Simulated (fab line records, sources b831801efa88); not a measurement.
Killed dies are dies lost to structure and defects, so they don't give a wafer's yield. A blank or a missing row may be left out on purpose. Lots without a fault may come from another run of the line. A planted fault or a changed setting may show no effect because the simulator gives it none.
A struck lot beside a sound one | flow sky130 | 15 steps out of a route of 708
Sound: wafers L570.2, L570.3, L570.4. Struck: wafers L582.1, L582.2, L582.5. The cause comes at the end.
At each step with rows: each side's tool, then ch and its chambers, then its first start. Under that, the readings that differ: sound wafers | struck wafers | difference of the means | sigmas: that difference in standard deviations of wafers without a fault.
alike: readings whose means differ by less than 2 such deviations, and words and numbers that are the same on both sides. not compared: withheld readings, readings that some wafer has no value for, bounds like >300 that may hide the same value, and numbers for which the record gives no deviation and whose values overlap.
The two part at a step that has a row with sigmas, a row that says differs or no value, or rows on one side only. Numbers that don't overlap but have no deviation are shown without sigmas and don't part them. A reading that every wafer of one side lacks parts them only if that side has two wafers or more.

first, 1 step without rows for these wafers: SKY_SONOS_TUNNEL_STRIP_11 (strips in SPM, time 600 s).
SKY_SONOS_TUNNEL_TW_MEAS_12:
  sound on film_metro-01, day 13 18:07; struck on film_metro-04, day 17 18:34
  alike: SONOS_TUNNEL_TW
then, 2 steps without rows for these wafers: SKY_SONOS_TUNNEL_CLEAN_13 (cleans in dHF, time 20 s); SKY_SONOS_ONO_OXIDATION_00 (stabilise 600 s, purge 300 s, target thk 2.6 nm).
SKY_SONOS_ONO_THK_MEAS_01:
  sound on film_metro-02, day 13 19:46; struck on film_metro-01, day 17 22:30
  reading                      | sound          | struck         | difference | sigmas
  SONOS_ONO_OXIDATION_THK (nm) | 2.67 2.66 2.71 | 2.53 2.53 2.54 | -0.15      | -3
then, 1 step without rows for these wafers: SKY_SONOS_ONO_CVD_02 (deposits Si3N4 from DCS/NH3, target thk 10.5 nm, time 180 s).
SKY_SONOS_ONO_THK_MEAS_03:
  sound on film_metro-04, day 13 22:38; struck on film_metro-04, day 17 23:52
  alike: SONOS_ONO_CVD_02_THK
then, 1 step without rows for these wafers: SKY_SONOS_ONO_CVD_04 (deposits SiO2 from SiH4/N2O, target thk 5.7199 nm).
SKY_SONOS_ONO_THK_MEAS_05:
  sound on film_metro-01, day 13 23:57; struck on film_metro-01, day 18 01:10
  alike: SONOS_ONO_CVD_04_THK
then, 3 steps without rows for these wafers: SKY_SONOS_ONO_DEHYDRATE_06 (time 60 s); SKY_SONOS_ONO_HMDS_07 (prime time 60 s); SKY_SONOS_ONO_COAT_08 (resist thk 1140 nm).
SKY_SONOS_ONO_SOFTBAKE_09: time 60 s.
  sound on litho_track-04 ch 0, day 14 13:10; struck on litho_track-03 ch 0, day 18 15:50
  reading                  | sound             | struck            | difference | sigmas
  heater_power_total_W (W) | 56.59 56.60 56.48 | 58.65 58.65 58.61 | +2.08      | +47
  run_length_s (s)         | 89.18 89.22 89.15 | 82.62 82.87 82.90 | -6.39      | -29
  alike: chill_plate_temp_C
then, 1 step without rows for these wafers: SKY_SONOS_ONO_EXPOSE_10 (exposes mask ONOM, target cd 410 nm).
-- the record jumps here: 32 days lie between the struck wafers' starts before and after (it left off in module SONOS_ONO and takes up again in module PAD_OPEN, whose first step shown is number 708 of the route) --
SKY_PAD_OPEN_PROBE_99:
  the record has rows for the struck wafers here (prober-01, day 50 06:48) and none for the sound ones

WHERE THEY PART
First at SKY_SONOS_ONO_THK_MEAS_01; last, within this record, at SKY_PAD_OPEN_PROBE_99.

WHY: what the simulator had put in
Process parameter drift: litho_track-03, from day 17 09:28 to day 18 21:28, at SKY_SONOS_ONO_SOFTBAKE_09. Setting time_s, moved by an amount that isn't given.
